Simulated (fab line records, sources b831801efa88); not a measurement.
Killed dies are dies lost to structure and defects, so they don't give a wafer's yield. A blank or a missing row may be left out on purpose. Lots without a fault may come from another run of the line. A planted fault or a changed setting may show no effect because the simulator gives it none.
Which tool did it? | flow sky130 | 11 lots, 33 wafers sampled, at 4 steps of a route of 708

WHAT THE GAUGES READ, wafer by wafer
SKY_NWELL_RS_MEAS_29: measures by four-point-probe.
lot  | measured     | on            | NWELL_RS (ohm/sq)
L791 | day 5 17:09  | film_metro-03 | 624.2 625.2 625.3
L792 | day 6 00:44  | film_metro-04 | 625.3 626.0 625.9
L795 | day 6 19:59  | film_metro-03 | 628.3 626.7 627.4
L796 | day 7 01:08  | film_metro-04 | 624.0 623.0 622.4
L802 | day 8 16:03  | film_metro-03 | 661.6 660.8 659.0
L803 | day 8 22:24  | film_metro-03 | 660.5 659.8 662.5
L804 | day 9 02:18  | film_metro-04 | 661.4 660.8 660.6
L805 | day 9 12:57  | film_metro-04 | 623.2 625.0 624.0
L806 | day 9 20:48  | film_metro-03 | 625.4 621.9 623.3
L810 | day 10 23:25 | film_metro-04 | 623.8 626.1 625.6
L812 | day 11 09:23 | film_metro-01 | 625.9 625.2 624.3

WHICH TOOL RAN EACH LOT (tool, then ch and the chambers of the sampled wafers, then the start)
lot  | SKY_FIELD_ISO_ETCH_15             | SKY_NWELL_IMPLANT_11            | SKY_NWELL_STRIP_14
L791 | rie_diel-04 ch 0,3, day 2 14:34   | implanter-04 ch 0, day 4 22:57  | plasma_asher-03 ch 0,1, day 4 23:22
L792 | rie_diel-02 ch 0,1,3, day 2 19:46 | implanter-01 ch 0, day 5 05:26  | plasma_asher-02 ch 0,1, day 5 05:52
L795 | rie_diel-02 ch 0,2,3, day 3 11:28 | implanter-04 ch 0, day 6 00:17  | plasma_asher-03 ch 0,1, day 6 00:44
L796 | rie_diel-03 ch 1,2, day 3 18:25   | implanter-04 ch 0, day 6 05:38  | plasma_asher-03 ch 0,1, day 6 06:05
L802 | rie_diel-02 ch 0,1,2, day 5 00:19 | implanter-04 ch 0, day 7 17:40  | plasma_asher-01 ch 0,1, day 7 18:04
L803 | rie_diel-03 ch 0,1, day 5 04:37   | implanter-04 ch 0, day 7 23:44  | plasma_asher-01 ch 0,1, day 8 00:11
L804 | rie_diel-03 ch 0,2, day 5 11:07   | implanter-04 ch 0, day 8 03:02  | plasma_asher-03 ch 0,1, day 8 03:29
L805 | rie_diel-04 ch 0,1,2, day 5 15:19 | implanter-01 ch 0, day 8 13:05  | plasma_asher-03 ch 0,1, day 8 13:32
L806 | rie_diel-02 ch 0,1,3, day 5 21:28 | implanter-03 ch 0, day 8 21:23  | plasma_asher-01 ch 0,1, day 8 21:50
L810 | rie_diel-03 ch 0,3, day 6 18:04   | implanter-03 ch 0, day 9 22:33  | plasma_asher-03 ch 0,1, day 9 22:59
L812 | rie_diel-03 ch 0,2, day 7 05:46   | implanter-03 ch 0, day 10 08:05 | plasma_asher-02 ch 0,1, day 10 08:32
- SKY_FIELD_ISO_ETCH_15: etches the open film in CHF3/O2, stops on Si, target depth 180 nm, time 72 s.
- SKY_NWELL_IMPLANT_11
- SKY_NWELL_STRIP_14: strips in O2/N2.

THE ANSWER, worked out from the rows above alone
Rule: what is usual is taken from the lots themselves. Put in order of their means at a reading, lots are off if they are a third of the lots or fewer, leave a main group of 4 or more, and stand apart from it by a gap of 3 or more times the standard deviation of the main group's means; of several such gaps the widest counts. A main group whose means are all the same, to the digits that the tables above print for the reading, isn't used. A lot without any number at a reading at which 4 lots or more have one is off too. The other lots that the step has rows for count as sound.
Off: L802, L803, L804, at SKY_NWELL_RS_MEAS_29 (NWELL_RS). The main group: mean 624.9 ohm/sq, standard deviation 1.3.
A tool fits if, at a process step before that reading, it ran every lot that is off, and no sound lot after the first of them. The gauges at SKY_NWELL_RS_MEAS_29 are tried like those tools. One fits: implanter-04 at SKY_NWELL_IMPLANT_11. Its last sound lot is L796 (day 6 05:38), its first lot that is off L802 (day 7 17:40): a fault that began between those two fits.

WHAT THE SIMULATOR HAD PUT IN
Process parameter drift: implanter-04, from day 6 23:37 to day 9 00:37, at SKY_NWELL_IMPLANT_11. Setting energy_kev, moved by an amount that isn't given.
Lots struck among those shown: L802, L803, L804. The rule above found the same.
